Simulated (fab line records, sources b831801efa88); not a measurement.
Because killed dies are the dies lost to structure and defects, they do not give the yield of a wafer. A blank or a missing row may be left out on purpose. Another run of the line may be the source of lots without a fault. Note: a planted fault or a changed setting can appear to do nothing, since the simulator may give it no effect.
The same fault as seen by 2 desks | flow sky130 | each desk has only its own numbers; what lay behind them comes last

THE TOOL OWNER'S DESK: implanter-01
SKY_VT_ADJUST_HVTP_IMPLANT_09, tool's own readings: per-lot mean of the sampled wafers with a number, covering each lot this tool ran. The brackets show how far a lot's mean lies from the usual mean; more than 4 standard deviations puts the lot out of limits, marked OUT.
Columns: A = beam-energy-keV at SKY_VT_ADJUST_HVTP_IMPLANT_09, usual 150.00; B = end-station-pressure-torr at SKY_VT_ADJUST_HVTP_IMPLANT_09, usual 5.04e-06 Torr
lot  | first seen here | A                        | B
L371 | day 6 14:01     | 149.95                   | 4.91e-06
L373 | day 6 20:01     | 149.99                   | 5.19e-06
L381 | day 9 13:13     | 150.05                   | 5.14e-06
L383 | day 9 22:42     | 150.04                   | 5.06e-06
L385 | day 10 12:43    | 139.43 (-99 or more) OUT | 5.01e-06
L388 | day 11 04:42    | 139.32 (-99 or more) OUT | 5.20e-06
This desk finds L385, L388 out of limits, L385 being first, at day 10 12:43 (beam-energy-keV at SKY_VT_ADJUST_HVTP_IMPLANT_09). L371, L373, L381, L383: within limits.

THE METROLOGY DESK
What the gauges read for every lot (on any tool): the sampled wafers with a number, averaged. The brackets show how far a lot's mean lies from the usual mean; more than 4 standard deviations puts the lot out of limits, marked OUT.
Columns: A = INCOMING_BOW at SKY_FIELD_ISO_BOW_MEAS_00, usual -1 um; B = VT_ADJUST_HVTP_TW at SKY_VT_ADJUST_HVTP_TW_MEAS_11, usual 1350
lot  | first seen here | A  | B
L369 | day 1 10:00     | 2  | 1357
L370 | day 1 15:01     | 1  | 1355
L371 | day 1 20:04     | 1  | 1346
L373 | day 2 06:01     | 1  | 1353
L374 | day 2 11:00     | -2 | 1345
L378 | day 3 07:04     | 1  | 1340
L381 | day 3 22:00     | -3 | 1352
L383 | day 4 08:01     | -4 | 1352
L385 | day 4 18:01     | 6  | 1324 (-4.1) OUT
L388 | day 5 09:01     | -3 | 1317 (-5.4) OUT
L389 | day 5 14:00     | -1 | 1352
L391 | day 6 00:00     | -4 | 1348
This desk finds L385, L388 out of limits, with the earliest case on L385 at day 10 12:58 (VT_ADJUST_HVTP_TW at SKY_VT_ADJUST_HVTP_TW_MEAS_11). L369, L370, L371, L373, L374, L378, L381, L383, L389, L391: within limits.

BROUGHT TOGETHER
At day 10 12:43, on L385, L388, the tool owner's desk was in a position to raise an alarm.
At day 10 12:58 the metrology desk could have sounded an alarm, on L385, L388.
Every lot named ran SKY_VT_ADJUST_HVTP_IMPLANT_09 on implanter-01.

WHAT THE SIMULATOR HAD INSERTED
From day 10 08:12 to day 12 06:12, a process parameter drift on implanter-01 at SKY_VT_ADJUST_HVTP_IMPLANT_09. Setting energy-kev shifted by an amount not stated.
Struck lots among those shown: L385, L388.
Delay (hours) between the fault's onset and each desk's first out-of-limits reading: 5 at the tool owner's desk, 5 at the metrology desk.
